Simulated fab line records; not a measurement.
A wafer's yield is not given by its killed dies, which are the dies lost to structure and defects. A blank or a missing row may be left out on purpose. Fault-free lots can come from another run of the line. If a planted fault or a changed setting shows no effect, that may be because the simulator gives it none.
Which tool was responsible? :: flow sky130 :: 36 wafers from 12 lots sampled at 3 of the route's 708 steps

## WHAT EACH GAUGE READ, for each wafer
SKY_POLY_GATE_THK_MEAS_21. Usual: POLY_GATE_OXIDATION_THK gives 4.02 nm (standard deviation 0.076).
lot: L471
measured: day 16 14:38
on: film metro-03
POLY_GATE_OXIDATION_THK (nm): 3.89 3.91 3.98
flag: 

lot: L472
measured: day 16 23:49
on: film metro-01
POLY_GATE_OXIDATION_THK (nm): 4.02 3.99 4.11
flag: 

lot: L475
measured: day 17 22:54
on: film metro-02
POLY_GATE_OXIDATION_THK (nm): 4.08 4.08 4.06
flag: 

lot: L476
measured: day 18 09:56
on: film metro-02
POLY_GATE_OXIDATION_THK (nm): 3.96 4.06 4.05
flag: 

lot: L478
measured: day 19 13:44
on: film metro-03
POLY_GATE_OXIDATION_THK (nm): 4.03 4.07 4.05
flag: 

lot: L479
measured: day 19 17:37
on: film metro-03
POLY_GATE_OXIDATION_THK (nm): 4.19 4.11 4.10
flag: 

lot: L484
measured: day 21 12:43
on: film metro-03
POLY_GATE_OXIDATION_THK (nm): 6.00 6.06 6.09
flag: OFF

lot: L485
measured: day 21 20:49
on: film metro-01
POLY_GATE_OXIDATION_THK (nm): 6.11 6.10 6.18
flag: OFF

lot: L490
measured: day 23 12:34
on: film metro-03
POLY_GATE_OXIDATION_THK (nm): 3.98 3.99 3.99
flag: 

lot: L492
measured: day 24 11:12
on: film metro-03
POLY_GATE_OXIDATION_THK (nm): 4.06 4.09 4.04
flag: 

lot: L493
measured: day 25 01:11
on: film metro-02
POLY_GATE_OXIDATION_THK (nm): 3.83 3.84 3.91
flag: 

lot: L494
measured: day 25 12:01
on: film metro-01
POLY_GATE_OXIDATION_THK (nm): 3.97 3.85 3.92
flag: 

SKY_LDD_LDN_OVL_MEAS_07. Usual: LDD_LDN_OVL gives -0.1 nm (standard deviation 1.4).
lot: L471
measured: day 22 22:29
on: overlay-01
LDD_LDN_OVL (nm): 0.3 0.9 0.1
flag: 

lot: L472
measured: day 23 08:18
on: overlay-02
LDD_LDN_OVL (nm): -1.8 -1.8 -2.9
flag: 

lot: L475
measured: day 24 08:21
on: overlay-02
LDD_LDN_OVL (nm): -0.1 -0.7 0.0
flag: 

lot: L476
measured: day 24 20:33
on: overlay-02
LDD_LDN_OVL (nm): 0.3 -1.4 -1.0
flag: 

lot: L478
measured: day 25 21:59
on: overlay-01
LDD_LDN_OVL (nm): -1.4 -2.2 0.0
flag: 

lot: L479
measured: day 26 01:15
on: overlay-01
LDD_LDN_OVL (nm): 1.0 1.6 2.1
flag: 

lot: L484
measured: day 27 19:19
on: overlay-01
LDD_LDN_OVL (nm): 0.1 -1.0 0.2
flag: 

lot: L485
measured: day 28 02:05
on: overlay-01
LDD_LDN_OVL (nm): 0.6 0.0 0.0
flag: 

lot: L490
measured: day 29 14:24
on: overlay-01
LDD_LDN_OVL (nm): 0.8 0.1 0.2
flag: 

lot: L492
measured: day 30 11:59
on: overlay-01
LDD_LDN_OVL (nm): -0.8 0.2 1.1
flag: 

lot: L493
measured: day 31 02:21
on: overlay-01
LDD_LDN_OVL (nm): 1.4 1.0 1.1
flag: 

lot: L494
measured: day 31 11:26
on: overlay-01
LDD_LDN_OVL (nm): -0.1 -0.9 -0.6
flag: 

## TOOL THAT RAN EACH LOT (tool first, then ch and the chambers of the sampled wafers, then the start)
lot: L471
SKY_POLY_GATE_OXIDATION_20: furnace-02 ch 0, day 16 13:23

lot: L472
SKY_POLY_GATE_OXIDATION_20: furnace-01 ch 0, day 16 22:34

lot: L475
SKY_POLY_GATE_OXIDATION_20: furnace-01 ch 0, day 17 21:39

lot: L476
SKY_POLY_GATE_OXIDATION_20: furnace-01 ch 0, day 18 08:41

lot: L478
SKY_POLY_GATE_OXIDATION_20: furnace-01 ch 0, day 19 12:29

lot: L479
SKY_POLY_GATE_OXIDATION_20: furnace-01 ch 0, day 19 16:20

lot: L484
SKY_POLY_GATE_OXIDATION_20: furnace-01 ch 0, day 21 11:26

lot: L485
SKY_POLY_GATE_OXIDATION_20: furnace-01 ch 0, day 21 19:34

lot: L490
SKY_POLY_GATE_OXIDATION_20: furnace-02 ch 0, day 23 11:17

lot: L492
SKY_POLY_GATE_OXIDATION_20: furnace-02 ch 0, day 24 09:57

lot: L493
SKY_POLY_GATE_OXIDATION_20: furnace-01 ch 0, day 24 23:56

lot: L494
SKY_POLY_GATE_OXIDATION_20: furnace-02 ch 0, day 25 10:45
- SKY_POLY_GATE_OXIDATION_20: stabilise 600 s, purge 300 s, target thk 4 nm.

## AS READ BY THE TOOLS THEMSELVES (means over the sampled wafers that have a number; for cases with no such wafer, the mark the record gives instead)
SKY_POLY_GATE_OXIDATION_20. Usual: spike tc bottom C 867.8 C, standard deviation 1.3; spike tc centre C 850.9 C, standard deviation 1; spike tc lower C 850.7 C, standard deviation 1; spike tc top C 865.2 C, standard deviation 1.5; spike tc upper C 852.0 C, standard deviation 1; tube center temp C 850 C, standard deviation 0.07; tube_center_temp_C_max 852.2, standard deviation 0.34; zone power bottom pct 24.2 %, standard deviation 0.65; zone power centre pct 16.56 %, standard deviation 0.2; zone power upper pct 17.6 %, standard deviation 0.3.
lot: L471
tool: furnace-02
spike tc bottom C (C): 868.6
spike tc centre C (C): 849.6
spike tc lower C (C): 851.3
spike tc top C (C): 864.0
spike tc upper C (C): 851.0
tube center temp C (C): 850
tube_center_temp_C_max: 852.0
zone power bottom pct (%): 23.0
zone power centre pct (%): 16.77
zone power upper pct (%): 17.3
flag: 

lot: L472
tool: furnace-01
spike tc bottom C (C): 867.3
spike tc centre C (C): 851.8
spike tc lower C (C): 852.0
spike tc top C (C): 866.1
spike tc upper C (C): 852.4
tube center temp C (C): 850
tube_center_temp_C_max: 851.9
zone power bottom pct (%): 24.7
zone power centre pct (%): 16.38
zone power upper pct (%): 17.8
flag: 

lot: L475
tool: furnace-01
spike tc bottom C (C): 867.7
spike tc centre C (C): 850.8
spike tc lower C (C): 850.7
spike tc top C (C): 865.6
spike tc upper C (C): 851.2
tube center temp C (C): 850
tube_center_temp_C_max: 851.9
zone power bottom pct (%): 24.6
zone power centre pct (%): 16.35
zone power upper pct (%): 17.7
flag: 

lot: L476
tool: furnace-01
spike tc bottom C (C): 867.8
spike tc centre C (C): 851.7
spike tc lower C (C): 851.1
spike tc top C (C): 865.8
spike tc upper C (C): 852.0
tube center temp C (C): 850
tube_center_temp_C_max: 852.1
zone power bottom pct (%): 24.3
zone power centre pct (%): 16.50
zone power upper pct (%): 17.8
flag: 

lot: L478
tool: furnace-01
spike tc bottom C (C): 867.7
spike tc centre C (C): 851.5
spike tc lower C (C): 850.4
spike tc top C (C): 866.0
spike tc upper C (C): 852.3
tube center temp C (C): 850
tube_center_temp_C_max: 852.1
zone power bottom pct (%): 24.7
zone power centre pct (%): 16.34
zone power upper pct (%): 17.8
flag: 

lot: L479
tool: furnace-01
spike tc bottom C (C): 866.5
spike tc centre C (C): 851.3
spike tc lower C (C): 850.5
spike tc top C (C): 866.6
spike tc upper C (C): 851.2
tube center temp C (C): 850
tube_center_temp_C_max: 852.1
zone power bottom pct (%): 24.6
zone power centre pct (%): 16.33
zone power upper pct (%): 17.6
flag: 

lot: L484
tool: furnace-01
spike tc bottom C (C): 901.6
spike tc centre C (C): 885.1
spike tc lower C (C): 886.3
spike tc top C (C): 900.7
spike tc upper C (C): 887.1
tube center temp C (C): 885
tube_center_temp_C_max: 887.1
zone power bottom pct (%): 26.5
zone power centre pct (%): 17.89
zone power upper pct (%): 19.3
flag: OFF

lot: L485
tool: furnace-01
spike tc bottom C (C): 901.0
spike tc centre C (C): 885.3
spike tc lower C (C): 885.9
spike tc top C (C): 899.5
spike tc upper C (C): 886.3
tube center temp C (C): 885
tube_center_temp_C_max: 887.3
zone power bottom pct (%): 26.8
zone power centre pct (%): 17.67
zone power upper pct (%): 19.3
flag: OFF

lot: L490
tool: furnace-02
spike tc bottom C (C): 869.7
spike tc centre C (C): 850.8
spike tc lower C (C): 850.1
spike tc top C (C): 862.7
spike tc upper C (C): 852.3
tube center temp C (C): 850
tube_center_temp_C_max: 852.2
zone power bottom pct (%): 23.2
zone power centre pct (%): 16.78
zone power upper pct (%): 17.2
flag: 

lot: L492
tool: furnace-02
spike tc bottom C (C): 868.5
spike tc centre C (C): 851.1
spike tc lower C (C): 850.7
spike tc top C (C): 864.5
spike tc upper C (C): 851.3
tube center temp C (C): 850
tube_center_temp_C_max: 852.4
zone power bottom pct (%): 23.3
zone power centre pct (%): 16.83
zone power upper pct (%): 17.3
flag: 

lot: L493
tool: furnace-01
spike tc bottom C (C): 868.0
spike tc centre C (C): 850.7
spike tc lower C (C): 849.8
spike tc top C (C): 866.4
spike tc upper C (C): 851.5
tube center temp C (C): 850
tube_center_temp_C_max: 851.9
zone power bottom pct (%): 24.8
zone power centre pct (%): 16.61
zone power upper pct (%): 17.7
flag: 

lot: L494
tool: furnace-02
spike tc bottom C (C): 869.1
spike tc centre C (C): 850.8
spike tc lower C (C): 850.0
spike tc top C (C): 862.9
spike tc upper C (C): 850.7
tube center temp C (C): 850
tube_center_temp_C_max: 851.9
zone power bottom pct (%): 22.9
zone power centre pct (%): 16.63
zone power upper pct (%): 17.4
flag: 

## THE ANSWER, worked out from the rows above alone
Rule: a lot counts as off when the mean over its wafers that have a number is more than 3 standard deviations away from the usual mean. Also off: a lot with no number at a reading for which 4 or more lots have one. Where the step has rows for the other lots, those lots are counted as sound. First the gauges in route order, then the tools' own readings, where a lot's mean is used as printed above. The first step at which some lot is off is used, and at that step the reading that is off furthest; a lot without a number counts as furthest.
Off: L484, L485, at SKY_POLY_GATE_THK_MEAS_21 (POLY_GATE_OXIDATION_THK).
If a tool, at a process step before that reading, ran all the lots that are off and no sound lot after the first of them, it fits. Not tried: the gauges at SKY_POLY_GATE_THK_MEAS_21; whatever is off there is also off at SKY_POLY_GATE_OXIDATION_20, on other tools, and gauge error can't account for it. None of those tried fits.

## WHAT HAD BEEN PUT IN BY THE SIMULATOR
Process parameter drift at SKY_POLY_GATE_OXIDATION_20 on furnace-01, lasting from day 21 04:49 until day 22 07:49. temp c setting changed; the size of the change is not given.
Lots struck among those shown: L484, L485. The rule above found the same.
